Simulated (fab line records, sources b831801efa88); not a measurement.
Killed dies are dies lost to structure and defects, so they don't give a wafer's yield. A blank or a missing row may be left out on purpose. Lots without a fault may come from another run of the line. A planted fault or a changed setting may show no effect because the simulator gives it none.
fab line records | flow sky130
record lots=5 wafers=15 last_day=47
route steps=708 shown DNWELL@35 PWDE@45 NWELL@56 VT_ADJUST_HVTP@85
lots that met no fault: from a run of the same line without faults
start_h: hours from the record's first day to the start of the lot's first wafer shown | wait_h: hours since the lot's step before | " the same as in the row above | L1.1+2: a row that stands for several wafers | - no value, or no start given | * or withheld: withheld | < > ~ a bound
route shown NAME@n: a module of which the file shows steps, and the number in the route of the first | usual: mean/standard deviation of fault-free wafers | same: alike in all rows | chamber/n: place in a boat | sites: the reading at each site | _std_site: their standard deviation | _edge_site: outer sites' mean less inner sites' | radius_mm: how far each site lies from the wafer's centre | mask NAME#n: copy n | behind: the tool/chamber that last shaped the wafer | hold: why the lot was held/for how many hours/how that ended | device: the transistor (n, p or np) that didn't switch | end of line: the same wafers' tests at the end of the route | a step without rows: its recipe alone | killed: dies lost to structure and defects at the first sort, not the wafer's yield | map: a wafer's dies, x killed, . not, _ none there
set.NAME: the setting as run; set.NAME@STEP: as run at that earlier step | model.NAME: the simulator's own value behind a step, which no gauge read
lots at some steps of the route; a table a step, a row a wafer
services: from which hour (start_h, from the record's first day; less than 0 if before it) a tool's chamber was out of use, for how many hours, and why
## steps
# step SKY_DNWELL_DEHYDRATE_00
# recipe temp_c=200 time_s=60
# columns lot.wafer tool chamber start_h wait_h
L075.1+2+3 litho_track-03 0 50.70 7.0
L076.2+4+5 litho_track-03 0 53.42 6.9
L078.1+5+6 litho_track-02 0 63.51 7.0
L079.1+4+5 litho_track-03 0 69.15 7.0
L082.2+5+6 litho_track-02 0 84.74 7.4
# step SKY_DNWELL_HMDS_01
# recipe prime_time_s=60 prime_temp_c=120
# columns lot.wafer tool chamber start_h wait_h
L075.1+2+3 litho_track-03 0 50.85 0.1
L076.2+4+5 litho_track-03 0 53.57 0.1
L078.1+5+6 litho_track-02 0 63.66 0.1
L079.1+4+5 litho_track-03 0 69.30 0.1
L082.2+5+6 litho_track-02 0 84.89 0.1
# step SKY_DNWELL_COAT_02
# recipe spin_rpm=2000 resist_thk_nm=3000
# columns lot.wafer tool chamber start_h wait_h
L075.1+2+3 litho_track-03 0 51.00 0.1
L076.2+4+5 litho_track-03 0 53.72 0.1
L078.1+5+6 litho_track-02 0 63.81 0.1
L079.1+4+5 litho_track-03 0 69.45 0.1
L082.2+5+6 litho_track-02 0 85.04 0.1
# step SKY_DNWELL_SOFTBAKE_03
# recipe temp_c=110 time_s=withheld
# columns lot.wafer tool chamber start_h wait_h
L075.1+2+3 litho_track-03 0 51.15 0.1
L076.2+4+5 litho_track-03 0 53.88 0.1
L078.1+5+6 litho_track-02 0 63.96 0.1
L079.1+4+5 litho_track-03 0 69.60 0.1
L082.2+5+6 litho_track-02 0 85.19 0.1
# step SKY_DNWELL_EXPOSE_04
# recipe mask_id=DNM na=0.57 target_cd_nm=3000 dose_mj=222
# columns lot.wafer tool chamber start_h wait_h mask
L075.1+2+3 iline_stepper-02 0 - - DNM#0
L076.2+4+5 iline_stepper-01 0 - - DNM#0
L078.1+5+6 iline_stepper-01 0 - - DNM#0
L079.1+4+5 iline_stepper-02 0 - - DNM#0
L082.2+5+6 iline_stepper-02 0 - - DNM#0
# step SKY_DNWELL_PEB_05
# recipe temp_c=115 time_s=withheld
# columns lot.wafer tool chamber start_h wait_h
L075.1+2+3 litho_track-04 0 - -
L076.2+4+5 litho_track-03 0 - -
L078.1+5+6 litho_track-03 0 - -
L079.1+4+5 litho_track-04 0 - -
L082.2+5+6 litho_track-04 0 - -
# step SKY_DNWELL_DEVELOP_06
# recipe wall_angle_deg=90 developer=TMAH develop_time_s=60 dev_temp_c=23
# columns lot.wafer tool chamber start_h wait_h
L075.1+2+3 litho_track-04 0 - -
L076.2+4+5 litho_track-03 0 - -
L078.1+5+6 litho_track-03 0 - -
L079.1+4+5 litho_track-04 0 - -
L082.2+5+6 litho_track-04 0 - -
# step SKY_DNWELL_IMPLANT_07
# recipe species=P energy_kev=withheld dose_cm2=withheld tilt_deg=withheld
# columns lot.wafer tool chamber start_h wait_h
L075.1+2+3 implanter-04 0 59.61 -
L076.2+4+5 implanter-03 0 62.37 -
L078.1+5+6 implanter-02 0 72.55 -
L079.1+4+5 implanter-02 0 78.21 -
L082.2+5+6 implanter-04 0 93.99 -
# step SKY_DNWELL_STRIP_08
# recipe chemistry=O2/N2 power_w=1400 pressure_mtorr=1500 platen_temp_c=withheld o2_flow_sccm=3000 n2_flow_sccm=300 overash_fraction=0.5
# usual drypump_motor_current_A=6.17/0.21 oes_product_au=0.723/0.0052 strip_time_to_endpoint_s=36.91/0.12
# columns lot.wafer tool chamber start_h wait_h drypump_motor_current_A oes_product_au rf_hours_counter_h strip_time_to_endpoint_s
L075.1 plasma_asher-01 0 59.76 0.1 5.83 0.726 26 37.11
L075.2 " 1 " " 6.37 0.721 26 37.16
L075.3 " 1 " " 6.38 0.720 - 37.17
L076.2 plasma_asher-04 1 62.50 0.1 6.22 0.729 39 36.73
L076.4 " 0 " " 6.38 0.722 - 36.93
L076.5 " 0 " " 6.37 0.720 - 36.85
L078.1 plasma_asher-01 0 72.70 0.1 5.85 0.724 28 36.99
L078.5 " 1 " " 6.40 0.723 - 36.89
L078.6 " 0 " " 5.82 0.718 - 37.05
L079.1 plasma_asher-03 0 78.36 0.1 5.96 0.723 38 37.08
L079.4 " 1 " " 6.15 0.720 - 37.17
L079.5 " 1 " " 6.18 0.721 - 36.94
L082.2 plasma_asher-03 0 94.11 0.1 5.97 0.720 40 37.01
L082.5 " 0 " " 5.96 0.722 - 36.79
L082.6 " 1 " " 6.17 0.719 - 36.97
# step SKY_DNWELL_TW_MEAS_09
# usual DNWELL_TW=1119/7.9
# columns lot.wafer tool chamber start_h wait_h DNWELL_TW
L075.1 film_metro-02 - 59.86 0.1 1113
L075.2 " - " " 1115
L075.3 " - " " 1111
L076.2 film_metro-02 - 62.61 0.1 1110
L076.4 " - " " 1113
L076.5 " - " " 1106
L078.1 film_metro-02 - 72.80 0.1 1117
L078.5 " - " " 1115
L078.6 " - " " 1108
L079.1 film_metro-04 - 78.46 0.1 1115
L079.4 " - " " 1116
L079.5 " - " " 1117
L082.2 film_metro-02 - 94.22 0.1 1116
L082.5 " - " " 1111
L082.6 " - " " 1117
# step SKY_PWDE_DEHYDRATE_00
# recipe temp_c=200 time_s=60
# columns lot.wafer tool chamber start_h wait_h
L075.1+2+3 litho_track-03 0 66.65 6.8
L076.2+4+5 litho_track-02 0 69.49 6.9
L078.1+5+6 litho_track-02 0 80.51 7.7
L079.1+4+5 litho_track-02 0 86.01 7.5
L082.2+5+6 litho_track-02 0 102.39 8.2
# step SKY_PWDE_HMDS_01
# recipe prime_time_s=60 prime_temp_c=120
# columns lot.wafer tool chamber start_h wait_h
L075.1+2+3 litho_track-03 0 66.80 0.1
L076.2+4+5 litho_track-02 0 69.64 0.1
L078.1+5+6 litho_track-02 0 80.66 0.1
L079.1+4+5 litho_track-02 0 86.16 0.1
L082.2+5+6 litho_track-02 0 102.54 0.1
# step SKY_PWDE_COAT_02
# recipe spin_rpm=2000 resist_thk_nm=3000
# columns lot.wafer tool chamber start_h wait_h
L075.1+2+3 litho_track-03 0 66.95 0.1
L076.2+4+5 litho_track-02 0 69.79 0.1
L078.1+5+6 litho_track-02 0 80.81 0.1
L079.1+4+5 litho_track-02 0 86.31 0.1
L082.2+5+6 litho_track-02 0 102.69 0.1
# step SKY_PWDE_SOFTBAKE_03
# recipe temp_c=110 time_s=withheld
# columns lot.wafer tool chamber start_h wait_h
L075.1+2+3 litho_track-03 0 67.10 0.1
L076.2+4+5 litho_track-02 0 69.94 0.1
L078.1+5+6 litho_track-02 0 80.96 0.1
L079.1+4+5 litho_track-02 0 86.46 0.1
L082.2+5+6 litho_track-02 0 102.84 0.1
# step SKY_PWDE_EXPOSE_04
# recipe mask_id=PWDEM na=0.6 source_shape=conventional sigma_outer=0.6 polarization=unpolarized target_cd_nm=840 dose_mj=214
# columns lot.wafer tool chamber start_h wait_h mask
L075.1+2+3 iline_stepper-02 0 - - PWDEM#0
L076.2+4+5 iline_stepper-02 0 - - PWDEM#0
L078.1+5+6 iline_stepper-02 0 - - PWDEM#0
L079.1+4+5 iline_stepper-02 0 - - PWDEM#0
L082.2+5+6 iline_stepper-01 0 - - PWDEM#0
# step SKY_PWDE_PEB_05
# recipe temp_c=115 time_s=withheld
# columns lot.wafer tool chamber start_h wait_h
L075.1+2+3 litho_track-01 0 - -
L076.2+4+5 litho_track-02 0 - -
L078.1+5+6 litho_track-02 0 - -
L079.1+4+5 litho_track-01 0 - -
L082.2+5+6 litho_track-02 0 - -
# step SKY_PWDE_DEVELOP_06
# recipe wall_angle_deg=90 developer=TMAH develop_time_s=60 dev_temp_c=23
# columns lot.wafer tool chamber start_h wait_h
L075.1+2+3 litho_track-01 0 - -
L076.2+4+5 litho_track-02 0 - -
L078.1+5+6 litho_track-02 0 - -
L079.1+4+5 litho_track-01 0 - -
L082.2+5+6 litho_track-02 0 - -
# step SKY_PWDE_OVL_MEAS_07
# usual PWDE_OVL=-0.2/1.3
# columns lot.wafer tool chamber start_h wait_h PWDE_OVL[nm]
L075.1 overlay-01 - 75.79 - 2.3
L075.2 " - " " 0.7
L075.3 " - " " 0.8
L076.2 overlay-01 - 78.62 - -0.2
L076.4 " - " " -0.2
L076.5 " - " " -0.2
L078.1 overlay-01 - 89.46 - -2.1
L078.5 " - " " -2.1
L078.6 " - " " -0.7
L079.1 overlay-02 - 95.24 - 1.2
L079.4 " - " " -0.3
L079.5 " - " " 2.1
L082.2 overlay-01 - 111.82 - -0.2
L082.5 " - " " 0.0
L082.6 " - " " -1.2
# step SKY_PWDE_IMPLANT_08
# recipe species=B energy_kev=150 dose_cm2=3.6e+12 tilt_deg=withheld
# columns lot.wafer tool chamber start_h wait_h
L075.1+2+3 implanter-02 0 75.83 0.0
L076.2+4+5 implanter-01 0 78.67 0.0
L078.1+5+6 implanter-01 0 89.50 0.0
L079.1+4+5 implanter-02 0 95.28 0.0
L082.2+5+6 implanter-02 0 111.87 0.0
# step SKY_PWDE_STRIP_09
# recipe chemistry=O2/N2 power_w=1400 pressure_mtorr=1500 platen_temp_c=withheld o2_flow_sccm=3000 n2_flow_sccm=300 overash_fraction=0.5
# usual drypump_motor_current_A=6.16/0.3 oes_product_au=0.722/0.0045 strip_time_to_endpoint_s=36.93/0.079
# columns lot.wafer tool chamber start_h wait_h drypump_motor_current_A oes_product_au rf_hours_counter_h strip_time_to_endpoint_s
L075.1 plasma_asher-02 0 75.98 0.1 5.73 0.716 38 37.07
L075.2 " 1 " " 6.54 0.722 38 36.90
L075.3 " 0 " " 5.74 0.725 - 37.00
L076.2 plasma_asher-02 0 78.80 0.1 5.76 0.722 38 36.79
L076.4 " 0 " " 5.78 0.720 - 36.89
L076.5 " 1 " " 6.53 0.723 - 36.80
L078.1 plasma_asher-02 0 89.65 0.1 5.78 0.731 39 36.92
L078.5 " 1 " " 6.55 0.715 - 37.01
L078.6 " 0 " " 5.75 0.713 - 36.99
L079.1 plasma_asher-04 1 95.43 0.1 6.26 0.722 42 36.92
L079.4 " 1 " " 6.21 0.723 - 36.96
L079.5 " 1 " " 6.24 0.721 - 36.82
L082.2 plasma_asher-02 1 112.00 0.1 6.49 0.724 41 37.06
L082.5 " 1 " " 6.47 0.724 - 36.94
L082.6 " 0 " " 5.76 0.724 - 37.02
# step SKY_PWDE_TW_MEAS_10
# usual PWDE_TW=375.6/2.1
# columns lot.wafer tool chamber start_h wait_h PWDE_TW
L075.1 film_metro-01 - 76.08 0.1 377.4
L075.2 " - " " 373.2
L075.3 " - " " 377.7
L076.2 film_metro-01 - 78.91 0.1 377.8
L076.4 " - " " 375.3
L076.5 " - " " 376.9
L078.1 film_metro-04 - 89.75 0.1 373.4
L078.5 " - " " 375.9
L078.6 " - " " 376.5
L079.1 film_metro-02 - 95.53 0.1 372.8
L079.4 " - " " 373.4
L079.5 " - " " 373.9
L082.2 film_metro-01 - 112.11 0.1 376.7
L082.5 " - " " 377.8
L082.6 " - " " 378.2
# step SKY_NWELL_DEHYDRATE_03
# recipe temp_c=200 time_s=60
# columns lot.wafer tool chamber start_h wait_h
L075.1+2+3 litho_track-01 0 84.04 8.0
L076.2+4+5 litho_track-01 0 86.42 7.5
L078.1+5+6 litho_track-01 0 98.19 8.4
L079.1+4+5 litho_track-04 0 103.76 8.2
L082.2+5+6 litho_track-01 0 120.82 8.7
# step SKY_NWELL_HMDS_04
# recipe prime_time_s=60 prime_temp_c=120
# columns lot.wafer tool chamber start_h wait_h
L075.1+2+3 litho_track-01 0 84.19 0.1
L076.2+4+5 litho_track-01 0 86.57 0.1
L078.1+5+6 litho_track-01 0 98.34 0.1
L079.1+4+5 litho_track-04 0 103.91 0.1
L082.2+5+6 litho_track-01 0 120.97 0.1
# step SKY_NWELL_COAT_05
# recipe spin_rpm=2000 resist_thk_nm=3000
# columns lot.wafer tool chamber start_h wait_h
L075.1+2+3 litho_track-01 0 84.34 0.1
L076.2+4+5 litho_track-01 0 86.72 0.1
L078.1+5+6 litho_track-01 0 98.49 0.1
L079.1+4+5 litho_track-04 0 104.06 0.1
L082.2+5+6 litho_track-01 0 121.12 0.1
# step SKY_NWELL_SOFTBAKE_06
# recipe temp_c=110 time_s=withheld
# columns lot.wafer tool chamber start_h wait_h
L075.1+2+3 litho_track-01 0 84.49 0.1
L076.2+4+5 litho_track-01 0 86.88 0.1
L078.1+5+6 litho_track-01 0 98.64 0.1
L079.1+4+5 litho_track-04 0 104.21 0.1
L082.2+5+6 litho_track-01 0 121.28 0.1
# step SKY_NWELL_EXPOSE_07
# recipe mask_id=NWM na=0.6 source_shape=conventional sigma_outer=0.6 polarization=unpolarized target_cd_nm=840 dose_mj=255
# columns lot.wafer tool chamber start_h wait_h mask
L075.1+2+3 iline_stepper-02 0 - - NWM#0
L076.2+4+5 iline_stepper-01 0 - - NWM#0
L078.1+5+6 iline_stepper-01 0 - - NWM#0
L079.1+4+5 iline_stepper-01 0 - - NWM#0
L082.2+5+6 iline_stepper-01 0 - - NWM#0
# step SKY_NWELL_PEB_08
# recipe temp_c=115 time_s=withheld
# columns lot.wafer tool chamber start_h wait_h
L075.1+2+3 litho_track-02 0 - -
L076.2+4+5 litho_track-04 0 - -
L078.1+5+6 litho_track-02 0 - -
L079.1+4+5 litho_track-01 0 - -
L082.2+5+6 litho_track-02 0 - -
# step SKY_NWELL_DEVELOP_09
# recipe wall_angle_deg=90 developer=TMAH develop_time_s=60 dev_temp_c=23
# columns lot.wafer tool chamber start_h wait_h
L075.1+2+3 litho_track-02 0 - -
L076.2+4+5 litho_track-04 0 - -
L078.1+5+6 litho_track-02 0 - -
L079.1+4+5 litho_track-01 0 - -
L082.2+5+6 litho_track-02 0 - -
# step SKY_NWELL_OVL_MEAS_10
# usual NWELL_00_OVL=0.3/1.5
# columns lot.wafer tool chamber start_h wait_h NWELL_00_OVL[nm]
L075.1 overlay-02 - 92.41 - 1.3
L075.2 " - " " 0.0
L075.3 " - " " 0.3
L076.2 overlay-02 - 96.07 - -2.1
L076.4 " - " " -1.8
L076.5 " - " " -2.2
L078.1 overlay-01 - 108.06 - -0.1
L078.5 " - " " -1.8
L078.6 " - " " -1.1
L079.1 overlay-02 - 113.19 - 3.2
L079.4 " - " " 1.6
L079.5 " - " " 1.9
L082.2 overlay-02 - 130.17 - 0.5
L082.5 " - " " 2.2
L082.6 " - " " -0.5
# step SKY_NWELL_IMPLANT_11
# recipe species=P energy_kev=400 dose_cm2=1.9e+13 tilt_deg=withheld
# columns lot.wafer tool chamber start_h wait_h
L075.1+2+3 implanter-03 0 92.45 0.0
L076.2+4+5 implanter-04 0 96.12 0.0
L078.1+5+6 implanter-04 0 108.10 0.0
L079.1+4+5 implanter-04 0 113.23 0.0
L082.2+5+6 implanter-04 0 130.22 0.0
# step SKY_NWELL_IMPLANT_12
# recipe species=P energy_kev=120 dose_cm2=1.3e+12 tilt_deg=withheld
# columns lot.wafer tool chamber start_h wait_h
L075.1+2+3 implanter-03 0 92.60 0.1
L076.2+4+5 implanter-04 0 96.27 0.1
L078.1+5+6 implanter-04 0 108.25 0.1
L079.1+4+5 implanter-04 0 113.38 0.1
L082.2+5+6 implanter-04 0 130.37 0.1
# step SKY_NWELL_IMPLANT_13
# recipe species=P energy_kev=50 dose_cm2=7e+11 tilt_deg=withheld
# columns lot.wafer tool chamber start_h wait_h
L075.1+2+3 implanter-03 0 92.75 0.1
L076.2+4+5 implanter-04 0 96.42 0.1
L078.1+5+6 implanter-04 0 108.40 0.1
L079.1+4+5 implanter-04 0 113.53 0.1
L082.2+5+6 implanter-04 0 130.52 0.1
# step SKY_NWELL_STRIP_14
# recipe chemistry=O2/N2 power_w=1400 pressure_mtorr=1500 platen_temp_c=withheld o2_flow_sccm=3000 n2_flow_sccm=300 overash_fraction=0.5
# usual drypump_motor_current_A=6.20/0.23 oes_product_au=0.723/0.0051 strip_time_to_endpoint_s=36.91/0.11
# columns lot.wafer tool chamber start_h wait_h drypump_motor_current_A oes_product_au rf_hours_counter_h strip_time_to_endpoint_s
L075.1 plasma_asher-04 0 92.90 0.1 6.34 0.715 42 37.09
L075.2 " 1 " " 6.20 0.719 42 36.95
L075.3 " 1 " " 6.21 0.720 - 37.01
L076.2 plasma_asher-03 0 96.55 0.1 5.96 0.728 40 36.99
L076.4 " 1 " " 6.17 0.721 - 37.01
L076.5 " 1 " " 6.18 0.724 - 36.88
L078.1 plasma_asher-02 0 108.55 0.1 5.75 0.721 41 36.97
L078.5 " 0 " " 5.76 0.720 - 36.85
L078.6 " 1 " " 6.55 0.727 - 36.96
L079.1 plasma_asher-02 0 113.68 0.1 5.75 0.723 41 36.95
L079.4 " 1 " " 6.53 0.720 - 36.93
L079.5 " 1 " " 6.52 0.723 - 36.90
L082.2 plasma_asher-02 1 130.65 0.1 6.51 0.718 43 36.85
L082.5 " 1 " " 6.53 0.722 - 36.81
L082.6 " 0 " " 5.73 0.718 - 36.83
# step SKY_NWELL_TW_MEAS_15
# usual NWELL_TW=1825/9.6
# columns lot.wafer tool chamber start_h wait_h NWELL_TW
L075.1 film_metro-02 - 93.00 0.1 1832
L075.2 " - " " 1822
L075.3 " - " " 1832
L076.2 film_metro-02 - 96.66 0.1 1808
L076.4 " - " " 1817
L076.5 " - " " 1820
L078.1 film_metro-02 - 108.65 0.1 1833
L078.5 " - " " 1824
L078.6 " - " " 1820
L079.1 film_metro-01 - 113.78 0.1 1844
L079.4 " - " " 1845
L079.5 " - " " 1841
L082.2 film_metro-04 - 130.76 0.1 1827
L082.5 " - " " 1830
L082.6 " - " " 1836
# step SKY_NWELL_DEHYDRATE_16
# recipe temp_c=200 time_s=60
# columns lot.wafer tool chamber start_h wait_h
L075.1+2+3 litho_track-02 0 101.11 8.1
L076.2+4+5 litho_track-01 0 104.62 8.0
L078.1+5+6 litho_track-02 0 117.31 8.7
L079.1+4+5 litho_track-01 0 122.34 8.6
L082.2+5+6 litho_track-02 0 139.54 8.8
# step SKY_NWELL_HMDS_17
# recipe prime_time_s=60 prime_temp_c=120
# columns lot.wafer tool chamber start_h wait_h
L075.1+2+3 litho_track-02 0 101.26 0.1
L076.2+4+5 litho_track-01 0 104.77 0.1
L078.1+5+6 litho_track-02 0 117.46 0.1
L079.1+4+5 litho_track-01 0 122.49 0.1
L082.2+5+6 litho_track-02 0 139.69 0.1
# step SKY_NWELL_COAT_18
# recipe spin_rpm=2000 resist_thk_nm=3000
# columns lot.wafer tool chamber start_h wait_h
L075.1+2+3 litho_track-02 0 101.41 0.1
L076.2+4+5 litho_track-01 0 104.92 0.1
L078.1+5+6 litho_track-02 0 117.61 0.1
L079.1+4+5 litho_track-01 0 122.64 0.1
L082.2+5+6 litho_track-02 0 139.84 0.1
# step SKY_NWELL_SOFTBAKE_19
# recipe temp_c=110 time_s=withheld
# columns lot.wafer tool chamber start_h wait_h
L075.1+2+3 litho_track-02 0 101.56 0.1
L076.2+4+5 litho_track-01 0 105.08 0.1
L078.1+5+6 litho_track-02 0 117.76 0.1
L079.1+4+5 litho_track-01 0 122.79 0.1
L082.2+5+6 litho_track-02 0 139.99 0.1
# step SKY_NWELL_EXPOSE_20
# recipe mask_id=NWM_COMPLEMENT na=0.6 source_shape=conventional sigma_outer=0.6 polarization=unpolarized target_cd_nm=840 dose_mj=260
# columns lot.wafer tool chamber start_h wait_h mask
L075.1+2+3 iline_stepper-02 0 - - NWM_COMPLEMENT#0
L076.2+4+5 iline_stepper-01 0 - - NWM_COMPLEMENT#0
L078.1+5+6 iline_stepper-01 0 - - NWM_COMPLEMENT#0
L079.1+4+5 iline_stepper-02 0 - - NWM_COMPLEMENT#0
L082.2+5+6 iline_stepper-01 0 - - NWM_COMPLEMENT#0
# step SKY_NWELL_PEB_21
# recipe temp_c=115 time_s=withheld
# columns lot.wafer tool chamber start_h wait_h
L075.1+2+3 litho_track-01 0 - -
L076.2+4+5 litho_track-01 0 - -
L078.1+5+6 litho_track-02 0 - -
L079.1+4+5 litho_track-02 0 - -
L082.2+5+6 litho_track-01 0 - -
# step SKY_NWELL_DEVELOP_22
# recipe wall_angle_deg=90 developer=TMAH develop_time_s=60 dev_temp_c=23
# columns lot.wafer tool chamber start_h wait_h
L075.1+2+3 litho_track-01 0 - -
L076.2+4+5 litho_track-01 0 - -
L078.1+5+6 litho_track-02 0 - -
L079.1+4+5 litho_track-02 0 - -
L082.2+5+6 litho_track-01 0 - -
# step SKY_NWELL_OVL_MEAS_23
# usual NWELL_01_OVL=-1.0/1.3
# columns lot.wafer tool chamber start_h wait_h NWELL_01_OVL[nm]
L075.1 overlay-01 - 110.49 - -2.2
L075.2 " - " " -1.3
L075.3 " - " " -1.7
L076.2 overlay-01 - 114.15 - 0.0
L076.4 " - " " 0.2
L076.5 " - " " 2.2
L078.1 overlay-01 - 127.01 - 0.3
L078.5 " - " " -0.1
L078.6 " - " " 1.1
L079.1 overlay-01 - 132.11 - -0.9
L079.4 " - " " -0.5
L079.5 " - " " -1.4
L082.2 overlay-02 - 149.70 - -1.8
L082.5 " - " " -0.1
L082.6 " - " " -1.6
# step SKY_NWELL_IMPLANT_24
# recipe species=B energy_kev=140 dose_cm2=9.2e+12 tilt_deg=withheld
# columns lot.wafer tool chamber start_h wait_h
L075.1+2+3 implanter-03 0 110.53 0.0
L076.2+4+5 implanter-03 0 114.21 0.0
L078.1+5+6 implanter-03 0 127.05 0.0
L079.1+4+5 implanter-04 0 132.15 0.0
L082.2+5+6 implanter-04 0 149.76 0.0
# step SKY_NWELL_STRIP_25
# recipe chemistry=O2/N2 power_w=1400 pressure_mtorr=1500 platen_temp_c=withheld o2_flow_sccm=3000 n2_flow_sccm=300 overash_fraction=0.5
# usual drypump_motor_current_A=6.13/0.26 oes_product_au=0.722/0.0047 strip_time_to_endpoint_s=36.88/0.11
# columns lot.wafer tool chamber start_h wait_h drypump_motor_current_A oes_product_au rf_hours_counter_h strip_time_to_endpoint_s
L075.1 plasma_asher-03 1 110.68 0.1 6.16 0.723 41 36.83
L075.2 " 0 " " 5.95 0.719 41 36.96
L075.3 " 0 " " 5.97 0.717 - 36.94
L076.2 plasma_asher-03 0 114.33 0.1 5.96 0.730 42 36.94
L076.4 " 0 " " 5.96 0.722 - 36.80
L076.5 " 1 " " 6.16 0.720 - 36.95
L078.1 plasma_asher-04 1 127.20 0.1 6.27 0.720 1 36.99
L078.5 " 1 " " 6.27 0.729 - 36.98
L078.6 " 0 " " 6.33 0.728 - 37.10
L079.1 plasma_asher-03 1 132.30 0.1 6.14 0.732 44 37.02
L079.4 " 1 " " 6.17 0.719 - 36.98
L079.5 " 0 " " 5.97 0.718 - 36.94
L082.2 plasma_asher-03 0 149.88 0.1 5.96 0.718 45 36.81
L082.5 " 1 " " 6.14 0.725 - 36.88
L082.6 " 0 " " 5.97 0.721 - 36.75
# step SKY_NWELL_TW_MEAS_26
# usual NWELL_2_TW=498.1/2.9
# columns lot.wafer tool chamber start_h wait_h NWELL_2_TW
L075.1 film_metro-02 - 110.78 0.1 495.9
L075.2 " - " " 497.6
L075.3 " - " " 496.4
L076.2 film_metro-01 - 114.44 0.1 503.3
L076.4 " - " " 502.0
L076.5 " - " " 504.9
L078.1 film_metro-01 - 127.30 0.1 502.6
L078.5 " - " " 500.6
L078.6 " - " " 501.6
L079.1 film_metro-02 - 132.40 0.1 493.3
L079.4 " - " " 493.3
L079.5 " - " " 494.4
L082.2 film_metro-04 - 149.99 0.1 502.1
L082.5 " - " " 500.2
L082.6 " - " " 499.3
# step SKY_NWELL_CLEAN_27
# recipe chemistry=SC1/SC2 mix=1:4:20 temp_c=70 time_s=150 dry=n2_spin
# columns lot.wafer tool chamber start_h wait_h
L075.1+2+3 wet_bench-02 3 110.89 0.1
L076.2+4+5 wet_bench-02 2 114.73 0.3
L078.1+5+6 wet_bench-01 2 127.36 0.1
L079.1+4+5 wet_bench-02 3 132.46 0.1
L082.2+5+6 wet_bench-02 0 150.04 0.0
# step SKY_NWELL_RTA_28
# recipe temp_c=1050 time_s=30 idle_temp_c=650 ramp_up_c_per_s=150 ramp_down_c_per_s=90 ambient=N2
# usual lamp_power_pct=25.31/0.049 ramp_down_c_per_s=90.000/0.018 wafer_temp_C_max=1055.0/1.1
# columns lot.wafer tool chamber start_h wait_h lamp_power_pct ramp_down_c_per_s wafer_temp_C_max
L075.1 rtp_anneal-02 0 110.95 0.0 25.39 89.996 1056.0
L075.2 " 0 " " 25.35 89.979 1053.3
L075.3 " 0 " " 25.40 89.990 1054.3
L076.2 rtp_anneal-02 0 114.80 0.0 25.39 89.988 1053.6
L076.4 " 0 " " 25.37 90.003 1053.7
L076.5 " 0 " " 25.34 90.001 1054.4
L078.1 rtp_anneal-02 0 127.41 0.0 25.28 90.006 1055.2
L078.5 " 0 " " 25.39 89.995 1056.2
L078.6 " 0 " " 25.35 89.985 1054.7
L079.1 rtp_anneal-02 0 132.51 0.0 25.29 90.015 1053.7
L079.4 " 0 " " 25.26 89.981 1055.4
L079.5 " 0 " " 25.31 89.980 1056.4
L082.2 rtp_anneal-01 0 150.11 0.0 25.28 90.030 1054.6
L082.5 " 0 " " 25.42 90.010 1054.7
L082.6 " 0 " " 25.31 89.980 1055.6
# step SKY_NWELL_RS_MEAS_29
# recipe thk_meas_gauge=four-point-probe
# usual NWELL_RS=625.5/1.6
# columns lot.wafer tool chamber start_h wait_h NWELL_RS[ohm/sq]
L075.1 film_metro-01 - 111.05 0.1 626.5
L075.2 " - " " 626.3
L075.3 " - " " 626.5
L076.2 film_metro-01 - 114.90 0.1 626.4
L076.4 " - " " 628.2
L076.5 " - " " 626.8
L078.1 film_metro-01 - 127.51 0.1 624.9
L078.5 " - " " 626.2
L078.6 " - " " 626.7
L079.1 film_metro-02 - 132.61 0.1 623.0
L079.4 " - " " 623.8
L079.5 " - " " 624.3
L082.2 film_metro-02 - 150.21 0.1 624.1
L082.5 " - " " 624.1
L082.6 " - " " 622.4
# step SKY_NWELL_RS_MEAS_31
# recipe thk_meas_gauge=four-point-probe
# usual PWDE_RS=5278/17
# columns lot.wafer tool chamber start_h wait_h PWDE_RS[ohm/sq]
L075.1 film_metro-01 - 111.29 0.1 5266
L075.2 " - " " 5292
L075.3 " - " " 5305
L076.2 film_metro-01 - 115.14 0.1 5277
L076.4 " - " " 5289
L076.5 " - " " 5286
L078.1 film_metro-01 - 127.75 0.1 5286
L078.5 " - " " 5284
L078.6 " - " " 5279
L079.1 film_metro-02 - 132.85 0.1 5280
L079.4 " - " " 5290
L079.5 " - " " 5269
L082.2 film_metro-02 - 150.45 0.1 5298
L082.5 " - " " 5267
L082.6 " - " " 5273
# step SKY_VT_ADJUST_HVTP_DEHYDRATE_00
# recipe temp_c=200 time_s=60
# columns lot.wafer tool chamber start_h wait_h
L075.1+2+3 litho_track-03 0 119.85 8.5
L076.2+4+5 litho_track-04 0 123.69 8.5
L078.1+5+6 litho_track-04 0 136.61 8.8
L079.1+4+5 litho_track-01 0 142.29 9.4
L082.2+5+6 litho_track-03 0 159.77 9.3
# step SKY_VT_ADJUST_HVTP_HMDS_01
# recipe prime_time_s=60 prime_temp_c=120
# columns lot.wafer tool chamber start_h wait_h
L075.1+2+3 litho_track-03 0 120.00 0.1
L076.2+4+5 litho_track-04 0 123.84 0.1
L078.1+5+6 litho_track-04 0 136.76 0.1
L079.1+4+5 litho_track-01 0 142.44 0.1
L082.2+5+6 litho_track-03 0 159.92 0.1
# step SKY_VT_ADJUST_HVTP_COAT_02
# recipe resist=NOVOLAK spin_rpm=3000 resist_thk_nm=1140
# columns lot.wafer tool chamber start_h wait_h
L075.1+2+3 litho_track-03 0 120.15 0.1
L076.2+4+5 litho_track-04 0 123.99 0.1
L078.1+5+6 litho_track-04 0 136.91 0.1
L079.1+4+5 litho_track-01 0 142.59 0.1
L082.2+5+6 litho_track-03 0 160.07 0.1
## services
# columns tool chamber start_h hours kind
implanter-02 - 33.40 4.9 repair
plasma_asher-01 - 38.41 2.4 repair
implanter-01 - 38.52 14.7 repair
plasma_asher-03 - 51.77 14.6 pm
iline_stepper-02 - 56.82 1.7 pm
implanter-01 - 59.06 2.5 pm
iline_stepper-02 - 59.87 2.1 repair
implanter-02 - 89.85 1.1 repair
iline_stepper-02 - 102.85 2.1 pm
iline_stepper-02 - 104.93 - consumable_replace:lamp
plasma_asher-04 - 108.75 9.0 pm
plasma_asher-04 0 108.75 9.0 vent_cycle
plasma_asher-04 1 108.75 9.0 vent_cycle
plasma_asher-04 0 117.75 - clean
plasma_asher-04 1 117.75 - clean
implanter-03 - 151.73 9.9 repair
## key
fault none
